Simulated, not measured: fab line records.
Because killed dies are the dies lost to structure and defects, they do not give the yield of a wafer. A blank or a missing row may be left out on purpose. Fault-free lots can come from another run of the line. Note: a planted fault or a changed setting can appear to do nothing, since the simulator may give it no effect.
Which tool did it? :: flow sky130 :: Sampling: 11 lots, 33 wafers, 3 of 708 route steps

## WHAT THE GAUGES READ, wafer by wafer
SKY_CAPM_THK_MEAS_01. Usual: for CAPM_CVD_00_THK the level is 15.46 nm and the standard deviation is 0.25.
lot: L899
measured: day 36 21:21
on: film metro-02
CAPM_CVD_00_THK (nm): 15.53 15.48 15.74
flag: 

lot: L900
measured: day 37 02:07
on: film metro-04
CAPM_CVD_00_THK (nm): 15.68 15.79 15.44
flag: 

lot: L903
measured: day 38 05:19
on: film metro-02
CAPM_CVD_00_THK (nm): 15.80 16.33 15.72
flag: 

lot: L904
measured: day 38 13:24
on: film metro-02
CAPM_CVD_00_THK (nm): 15.07 15.06 15.83
flag: 

lot: L907
measured: day 39 05:34
on: film metro-03
CAPM_CVD_00_THK (nm): 15.40 15.48 15.29
flag: 

lot: L908
measured: day 39 18:15
on: film metro-02
CAPM_CVD_00_THK (nm): 15.40 15.49 15.49
flag: 

lot: L909
measured: day 40 01:52
on: film metro-02
CAPM_CVD_00_THK (nm): 15.03 15.38 15.68
flag: 

lot: L910
measured: day 40 06:49
on: film metro-04
CAPM_CVD_00_THK (nm): 15.45 15.45 15.40
flag: 

lot: L914
measured: day 41 10:32
on: film metro-02
CAPM_CVD_00_THK (nm): 15.21 15.62 15.25
flag: 

lot: L915
measured: day 41 11:41
on: film metro-04
CAPM_CVD_00_THK (nm): 15.39 15.67 15.63
flag: 

lot: L921
measured: day 43 10:45
on: film metro-02
CAPM_CVD_00_THK (nm): 15.74 15.36 15.86
flag: 

SKY_CAPM_OVL_MEAS_12. Usual: for CAPM_OVL the level is 0.7 nm and the standard deviation is 1.3.
lot: L899
measured: day 37 22:47
on: overlay-02
CAPM_OVL (nm): 0.1 1.8 1.1
flag: 

lot: L900
measured: day 38 04:00
on: overlay-02
CAPM_OVL (nm): 2.7 1.9 2.0
flag: 

lot: L903
measured: day 39 06:02
on: overlay-01
CAPM_OVL (nm): 1.1 -0.5 -0.7
flag: 

lot: L904
measured: day 39 14:02
on: overlay-02
CAPM_OVL (nm): 0.8 3.1 1.7
flag: 

lot: L907
measured: day 40 06:11
on: overlay-02
CAPM_OVL (nm): 1.3 0.2 0.2
flag: 

lot: L908
measured: day 40 18:29
on: overlay-01
CAPM_OVL (nm): -2.0 0.6 -1.0
flag: 

lot: L909
measured: day 41 02:02
on: overlay-01
CAPM_OVL (nm): 2.9 0.7 0.5
flag: 

lot: L910
measured: day 41 06:38
on: overlay-02
CAPM_OVL (nm): 0.7 0.4 0.2
flag: 

lot: L914
measured: day 42 10:26
on: overlay-02
CAPM_OVL (nm): 2.3 3.2 2.0
flag: 

lot: L915
measured: day 42 11:17
on: overlay-02
CAPM_OVL (nm): 2.5 2.6 1.3
flag: 

lot: L921
measured: day 44 08:45
on: overlay-02
CAPM_OVL (nm): 0.3 1.6 0.8
flag: 

## EACH LOT AND THE TOOL THAT RAN IT (in order: tool; ch and the chambers of the sampled wafers; start)
lot: L899
SKY_CAPM_CVD_00: pecvd-03 ch 0,1,2, day 36 21:19

lot: L900
SKY_CAPM_CVD_00: pecvd-03 ch 0,1,2, day 37 02:05

lot: L903
SKY_CAPM_CVD_00: pecvd-02 ch 0,2, day 38 05:18

lot: L904
SKY_CAPM_CVD_00: pecvd-01 ch 0,1,2, day 38 13:23

lot: L907
SKY_CAPM_CVD_00: pecvd-03 ch 0,1, day 39 05:32

lot: L908
SKY_CAPM_CVD_00: pecvd-02 ch 0,1,2, day 39 18:14

lot: L909
SKY_CAPM_CVD_00: pecvd-01 ch 0,2, day 40 01:50

lot: L910
SKY_CAPM_CVD_00: pecvd-01 ch 0,1,2, day 40 06:46

lot: L914
SKY_CAPM_CVD_00: pecvd-01 ch 0,1,2, day 41 10:30

lot: L915
SKY_CAPM_CVD_00: pecvd-03 ch 0,1, day 41 11:40

lot: L921
SKY_CAPM_CVD_00: pecvd-02 ch 0,2, day 43 10:43
- SKY_CAPM_CVD_00: deposits SiO2, target thk 15.5 nm.

## AS READ BY THE TOOLS THEMSELVES (means over the sampled wafers that have a number; for cases with no such wafer, the mark the record gives instead)
SKY_CAPM_CVD_00. Usual: 718 W for heater power w, sd 88.
lot: L899
tool: pecvd-03
heater power w (W): 719
flag: 

lot: L900
tool: pecvd-03
heater power w (W): 698
flag: 

lot: L903
tool: pecvd-02
heater power w (W): 664
flag: 

lot: L904
tool: pecvd-01
heater power w (W): 777
flag: 

lot: L907
tool: pecvd-03
heater power w (W): 852
flag: 

lot: L908
tool: pecvd-02
heater power w (W): 718
flag: 

lot: L909
tool: pecvd-01
heater power w (W): 803
flag: 

lot: L910
tool: pecvd-01
heater power w (W): 759
flag: 

lot: L914
tool: pecvd-01
heater power w (W): 775
flag: 

lot: L915
tool: pecvd-03
heater power w (W): 760
flag: 

lot: L921
tool: pecvd-02
heater power w (W): 719
flag: 

## THE ANSWER, worked out from the rows above alone
Rule: a lot is off if the mean of its wafers that have a number lies more than 3 standard deviations from the usual mean. A lot without any number at a reading at which 4 lots or more have one is off too. Where the step has rows for the other lots, those lots are counted as sound. First the gauges in route order, then the tools' own readings, where a lot's mean is used as printed above. The first step at which some lot is off is used, and at that step the reading that is off furthest; a lot without a number counts as furthest.
Across all readings shown, no lot is off: no conclusion can be drawn from this.

## WHAT THE SIMULATOR HAD INSERTED
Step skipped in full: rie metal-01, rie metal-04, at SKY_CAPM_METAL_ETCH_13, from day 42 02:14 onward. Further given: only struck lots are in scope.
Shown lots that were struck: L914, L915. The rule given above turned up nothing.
